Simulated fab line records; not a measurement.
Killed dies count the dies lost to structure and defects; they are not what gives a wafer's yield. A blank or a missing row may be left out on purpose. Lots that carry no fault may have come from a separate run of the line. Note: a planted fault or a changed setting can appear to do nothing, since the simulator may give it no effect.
Which tool did it? / flow gf180mcu / 14 lots, 41 wafers sampled, at 2 steps of a route of 602

== WHAT THE GAUGES READ, wafer by wafer ==
GF_V2_BOW_MEAS_05. Usual: for V2_BOW the level is 100 um and the standard deviation is 7.5.
lot=L997; measured=day 19 11:17; on=film-metro-02; V2_BOW (um)=97 105 94; flag=
lot=L998; measured=day 19 15:04; on=film-metro-01; V2_BOW (um)=96 88 101; flag=
lot=L999; measured=day 20 02:02; on=film-metro-01; V2_BOW (um)=114 115 103; flag=
lot=L100; measured=day 20 19:37; on=film-metro-01; V2_BOW (um)=92 106 91; flag=
lot=L104; measured=day 21 22:29; on=film-metro-04; V2_BOW (um)=99 96; flag=
lot=L105; measured=day 22 03:32; on=film-metro-01; V2_BOW (um)=99 99 92; flag=
lot=L107; measured=day 23 06:57; on=film-metro-04; V2_BOW (um)=102 102 102; flag=
lot=L110; measured=day 24 02:54; on=film-metro-04; V2_BOW (um)=101 97 104; flag=
lot=L114; measured=day 25 01:17; on=film-metro-04; V2_BOW (um)=87 101 109; flag=
lot=L116; measured=day 26 03:41; on=film-metro-02; V2_BOW (um)=98 100 106; flag=
lot=L117; measured=day 26 05:45; on=film-metro-01; V2_BOW (um)=92 91 88; flag=
lot=L118; measured=day 26 15:17; on=film-metro-04; V2_BOW (um)=97 94 98; flag=
lot=L119; measured=day 26 17:25; on=film-metro-04; V2_BOW (um)=113 104 101; flag=
lot=L120; measured=day 27 00:16; on=film-metro-01; V2_BOW (um)=106 98 84; flag=

== TOOL THAT RAN EACH LOT (tool first, then ch and the chambers of the sampled wafers, then the start) ==
lot=L997; GF_M2_SPUTTER_00=pvd-sputter-01, day 18 09:23
lot=L998; GF_M2_SPUTTER_00=pvd-sputter-04, day 18 13:32
lot=L999; GF_M2_SPUTTER_00=pvd-sputter-04, day 19 00:30
lot=L100; GF_M2_SPUTTER_00=pvd-sputter-04, day 19 17:43
lot=L104; GF_M2_SPUTTER_00=pvd-sputter-02, day 20 21:17
lot=L105; GF_M2_SPUTTER_00=pvd-sputter-02, day 21 02:09
lot=L107; GF_M2_SPUTTER_00=pvd-sputter-02, day 22 07:41
lot=L110; GF_M2_SPUTTER_00=pvd-sputter-02, day 23 02:58
lot=L114; GF_M2_SPUTTER_00=pvd-sputter-04, day 24 01:33
lot=L116; GF_M2_SPUTTER_00=pvd-sputter-01, day 25 04:48
lot=L117; GF_M2_SPUTTER_00=pvd-sputter-02, day 25 07:05
lot=L118; GF_M2_SPUTTER_00=pvd-sputter-02, day 25 16:57
lot=L119; GF_M2_SPUTTER_00=pvd-sputter-02, day 25 18:57
lot=L120; GF_M2_SPUTTER_00=pvd-sputter-01, day 26 02:14
- GF_M2_SPUTTER_00: material Ti, target thk 37.5 nm, time 150 s.

== AS READ BY THE TOOLS THEMSELVES (means over the sampled wafers that have a number; for cases with no such wafer, the mark the record gives instead) ==
GF_M2_SPUTTER_00. Usual: chamber-pressure-pa 2.000 Pa, standard deviation 0.0041; throttle-valve-pct 29.9 %, standard deviation 0.9.
lot=L997; tool=pvd-sputter-01; chamber-pressure-pa (Pa)=1.998; throttle-valve-pct (%)=30.1; flag=
lot=L998; tool=pvd-sputter-04; chamber-pressure-pa (Pa)=2.001; throttle-valve-pct (%)=30.9; flag=
lot=L999; tool=pvd-sputter-04; chamber-pressure-pa (Pa)=2.003; throttle-valve-pct (%)=28.4; flag=
lot=L100; tool=pvd-sputter-04; chamber-pressure-pa (Pa)=2.000; throttle-valve-pct (%)=29.6; flag=
lot=L104; tool=pvd-sputter-02; chamber-pressure-pa (Pa)=2.005; throttle-valve-pct (%)=30.0; flag=
lot=L105; tool=pvd-sputter-02; chamber-pressure-pa (Pa)=2.002; throttle-valve-pct (%)=30.7; flag=
lot=L107; tool=pvd-sputter-02; chamber-pressure-pa (Pa)=2.007; throttle-valve-pct (%)=30.0; flag=
lot=L110; tool=pvd-sputter-02; chamber-pressure-pa (Pa)=2.002; throttle-valve-pct (%)=30.8; flag=
lot=L114; tool=pvd-sputter-04; chamber-pressure-pa (Pa)=1.999; throttle-valve-pct (%)=29.0; flag=
lot=L116; tool=pvd-sputter-01; chamber-pressure-pa (Pa)=2.000; throttle-valve-pct (%)=29.7; flag=
lot=L117; tool=pvd-sputter-02; chamber-pressure-pa (Pa)=1.999; throttle-valve-pct (%)=29.8; flag=
lot=L118; tool=pvd-sputter-02; chamber-pressure-pa (Pa)=2.002; throttle-valve-pct (%)=30.0; flag=
lot=L119; tool=pvd-sputter-02; chamber-pressure-pa (Pa)=1.999; throttle-valve-pct (%)=29.8; flag=
lot=L120; tool=pvd-sputter-01; chamber-pressure-pa (Pa)=2.000; throttle-valve-pct (%)=30.0; flag=

== THE ANSWER, worked out from the rows above alone ==
Rule: a lot is off if the mean of its wafers that have a number lies more than 3 standard deviations from the usual mean. A lot without any number at a reading at which 4 lots or more have one is off too. Where the step has rows for the other lots, those lots are counted as sound. After the gauges, taken in route order, come the tools' own readings; for these a lot's mean is taken, as printed above. At the first step where some lot is off, the reading lying furthest off is the one used; lots without a number count as furthest.
None of the lots is off at any reading shown; this tells nothing.

== WHAT WAS PUT IN BY THE SIMULATOR ==
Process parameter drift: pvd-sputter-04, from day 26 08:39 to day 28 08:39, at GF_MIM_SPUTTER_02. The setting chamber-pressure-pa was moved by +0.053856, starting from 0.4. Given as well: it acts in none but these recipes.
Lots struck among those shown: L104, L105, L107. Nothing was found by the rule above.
